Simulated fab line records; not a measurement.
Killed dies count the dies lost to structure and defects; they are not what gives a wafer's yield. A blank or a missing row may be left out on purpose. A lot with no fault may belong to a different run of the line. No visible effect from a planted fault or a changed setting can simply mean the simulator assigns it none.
Struck lot and sound lot, side by side :: flow sky130 :: 15 steps out of a route of 708
Sound: these wafers, L734.1, L734.5, L734.6. Struck: wafers L750.1, L750.3, L750.6. The cause is named last.
At each step with rows: each side's tool, then ch and its chambers, then its first start. Under that, the readings that differ: sound wafers :: struck wafers :: difference of the means :: sigmas: that difference in standard deviations of wafers without a fault.
alike: same words and numbers on both sides, and readings whose means sit less than 2 such deviations apart. not compared: any withheld reading, any reading some wafer has no value for, any bound like >300 that may hide the same value, and any number with overlapping values for which the record gives no deviation.
The two part at a step that has a row with sigmas, a row that says differs or no value, or rows on one side only. Non-overlapping numbers with no deviation appear without sigmas and do not part them. A reading that every wafer of one side lacks parts them only if that side has two wafers or more.

first, 5 steps without rows for these wafers: SKY_LDD_N_COAT_02 (resist thk 300 nm); SKY_LDD_N_SOFTBAKE_03 (time 60 s); SKY_LDD_N_EXPOSE_04 (exposes mask NTM, target cd 840 nm); SKY_LDD_N_PEB_05; SKY_LDD_N_DEVELOP_06 (develop time 60 s).
SKY_LDD_N_OVL_MEAS_07:
  sound: overlay-01 at day 19 04:03; struck: overlay-02 at day 23 13:59
  alike: LDD_N_OVL
then, 6 steps without rows for these wafers: SKY_LDD_N_IMPLANT_08; SKY_LDD_N_IMPLANT_09; SKY_LDD_N_IMPLANT_10; SKY_LDD_N_IMPLANT_11; SKY_LDD_N_IMPLANT_12; SKY_LDD_N_IMPLANT_13.
SKY_LDD_N_IMPLANT_14:
  sound on implanter-03 ch 0, day 19 04:59; struck on implanter-03 ch 0, day 23 14:55
reading: dose_ions_cm2
sound: 4.988e+12 4.996e+12 4.992e+12
struck: 5.081e+12 5.085e+12 5.085e+12
difference: +9.167e+10
sigmas: +16
  alike: beam_energy_keV, rotation_deg
next, for these wafers, 1 step has no rows: SKY_LDD_N_IMPLANT_15.
-- here the record skips 26 days between the struck wafers' starts before and after, leaving off in module LDD_N and picking up in module PAD_OPEN (first step shown: number 708 of the route) --
SKY_PAD_OPEN_PROBE_99:
  sound: prober-02 at day 46 11:43; struck: prober-01 at day 49 13:55
  alike: killed_at_M0_to_M3, killed_at_M4_up, killed_at_contacts, killed_at_front_end, killed_at_other, killed_dies, killed_on_rim, killed_open, killed_short

## WHERE THEY PART
At SKY_LDD_N_IMPLANT_14 and nowhere else, as far as this record goes. Later steps at which nothing parts them and some readings are alike: SKY_PAD_OPEN_PROBE_99.

WHY: what had been put in by the simulator
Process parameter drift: implanter-03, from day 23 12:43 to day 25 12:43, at SKY_LDD_N_IMPLANT_14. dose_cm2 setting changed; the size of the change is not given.
